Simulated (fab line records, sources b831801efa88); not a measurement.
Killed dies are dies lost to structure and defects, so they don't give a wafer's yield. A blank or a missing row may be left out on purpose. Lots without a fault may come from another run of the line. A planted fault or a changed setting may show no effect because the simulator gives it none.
One fault seen from 2 desks | flow gf180mcu | each desk has only its own numbers; what lay behind them comes last

THE METROLOGY DESK
What the gauges read, lot by lot, whatever tool the lot ran on: means of the sampled wafers that have a number. A lot is out of limits, marked OUT, if its mean lies more than 4 standard deviations from the usual mean; the brackets give that distance.
Columns: A = cd_nm at GF_M4_CD_MEAS_14, usual 280.0 nm; B = M4_OVL at GF_M4_OVL_MEAS_15, usual 3 nm; C = V4_CVD_00_THK at GF_V4_THK_MEAS_01, usual 599 nm
lot  | first seen here | A     | B  | C
L485 | day 23 19:39    | 279.6 | 3  | 590
L496 | day 27 18:07    | 280.5 | -5 | 604
L498 | day 28 12:43    | 279.8 | 1  | 540 (-7.7) OUT
L500 | day 28 20:57    | 277.1 | 9  | 537 (-8.0) OUT
L501 | day 29 05:12    | 279.6 | 6  | 596
L505 | day 30 16:46    | 281.2 | 6  | 594
This desk's finding: out of limits on L498, L500; first on L498, day 28 13:38 (V4_CVD_00_THK at GF_V4_THK_MEAS_01). In limits: L485, L496, L501, L505.

THE TOOL OWNER'S DESK: hdpcvd-01
The tool's own readings at GF_V4_CVD_00 (deposits SiO2, target thk 600 nm, time 100 s): means of the sampled wafers that have a number, for each lot that ran on this tool. A lot is out of limits, marked OUT, if its mean lies more than 4 standard deviations from the usual mean; the brackets give that distance.
Columns: A = sih4_flow_sccm at GF_V4_CVD_00, usual 60.00 sccm; B = susceptor_temp_C at GF_V4_CVD_00, usual 399.96 C
lot  | first seen here | A               | B
L496 | day 27 18:56    | 60.03           | 400.33
L498 | day 28 13:34    | 53.90 (-36) OUT | 400.12
L500 | day 28 21:47    | 53.97 (-35) OUT | 399.87
This desk's finding: out of limits on L498, L500; first on L498, day 28 13:34 (sih4_flow_sccm at GF_V4_CVD_00). In limits: L496.

PUT TOGETHER
The tool owner's desk could have raised an alarm at day 28 13:34, on L498, L500.
The metrology desk could have raised an alarm at day 28 13:38, on L498, L500.
Of the lots named, all ran GF_V4_CVD_00 on hdpcvd-01.

WHAT THE SIMULATOR HAD PUT IN
Process parameter drift: hdpcvd-01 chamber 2, from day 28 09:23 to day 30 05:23, at GF_V4_CVD_00. Setting sih4_flow_sccm, moved by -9, from 60. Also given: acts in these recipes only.
Lots struck among those shown: L498, L500.
Hours from the fault's start to each desk's first reading out of limits: the tool owner's desk, 4; the metrology desk, 4.
